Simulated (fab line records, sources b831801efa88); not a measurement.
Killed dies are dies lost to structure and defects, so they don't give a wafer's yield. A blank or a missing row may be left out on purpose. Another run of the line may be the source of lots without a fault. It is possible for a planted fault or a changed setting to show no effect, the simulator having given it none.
Comparing a struck lot with a sound one || flow gf180mcu || 14 steps out of a route of 602
Sound: these wafers, L745.2, L745.4, L745.6. Struck: wafers L746.3, L746.5, L746.6. The cause is given at the end.
Per side, at each step with rows, come the tool, then ch with its chambers, and then its first start. Under that, the readings that differ: sound wafers || struck wafers || difference of the means || sigmas: that difference in standard deviations of wafers without a fault.
alike: words and numbers the same on both sides, and readings whose means are apart by under 2 such deviations; not compared: readings that were withheld, readings missing a value for some wafer, numbers with overlapping values and no deviation given by the record, and bounds like >300 which may hide the same value.
The two part at a step that has a row with sigmas, a row that says differs or no value, or rows on one side only. Numbers that have no deviation but don't overlap get no sigmas and don't part them. A reading missing from all wafers of one side parts the sides only when that side holds two or more wafers.

GF_TOP_METAL_METAL_ETCH_16: etches the open film in Cl2/BCl3, stops on SiO2, target depth 1077.5 nm, time 179.6 s.
  sound on rie_metal-01 ch 0,1, day 28 16:04; struck on rie_metal-02 ch 0,1, day 28 23:51
  alike: chamber_pressure_mTorr, drypump_motor_current_A, oes_product_au, throttle_valve_pct
  not compared: rf_hours_counter_h
GF_TOP_METAL_STRIP_17: strips in O2/N2.
  sound on plasma_asher-03 ch 0,1, day 28 16:14; struck on plasma_asher-04 ch 0,1, day 29 00:00
  alike: chamber_pressure_mTorr, drypump_motor_current_A, heater_power_w, oes_product_au, strip_time_to_endpoint_s
  not compared: rf_hours_counter_h
then, 2 steps without rows for these wafers: GF_TOP_METAL_STRIP_18 (strips in post etch residue remover, time 1200 s); GF_TOP_METAL_CLEAN_19 (cleans in DIW).
GF_PASSIVATION_CVD_00: deposits SiO2 from TEOS, target thk 1000 nm, time 111.95 s.
  sound on pecvd-02 ch 0,1,2, day 28 16:46; struck on pecvd-04 ch 0,1, day 29 00:30
  alike: heater_power_outer_w, heater_power_w
GF_PASSIVATION_THK_MEAS_01:
  sound on film_metro-01, day 28 16:52; struck on film_metro-04, day 29 00:36
  alike: PASSIVATION_CVD_00_THK
GF_PASSIVATION_CVD_02: deposits Si3N4, target thk 700 nm, time 486.18 s.
  sound on pecvd-04 ch 0,2, day 28 16:55; struck on pecvd-02 ch 1,2, day 29 00:38
  alike: heater_power_outer_w, heater_power_w
GF_PASSIVATION_THK_MEAS_03:
  sound on film_metro-01, day 28 17:13; struck on film_metro-04, day 29 00:57
  alike: PASSIVATION_CVD_02_THK
then, 4 steps without rows for these wafers: GF_PASSIVATION_DEHYDRATE_04 (time 60 s); GF_PASSIVATION_HMDS_05 (prime time 60 s); GF_PASSIVATION_COAT_06 (resist thk 4000 nm); GF_PASSIVATION_SOFTBAKE_07.
GF_PASSIVATION_EXPOSE_08: exposes mask Pad, target cd 40000 nm.
  sound on iline_stepper-02 ch 0, day 29 02:59; struck on iline_stepper-02 ch 0, day 29 10:47
{"reading": "model.PASSIVATION.overlay_x_nm (nm)", "sound": "-0.1442 -0.1442 -0.1442", "struck": "3108 3108 3108", "difference": "+3108", "sigmas": ""}
  alike: mask, focus_offset_nm
after that, 1 step had no rows for these wafers: GF_PASSIVATION_PEB_09.

== WHERE THEY PART ==
Nowhere in this record.

WHY: what had been put in by the simulator
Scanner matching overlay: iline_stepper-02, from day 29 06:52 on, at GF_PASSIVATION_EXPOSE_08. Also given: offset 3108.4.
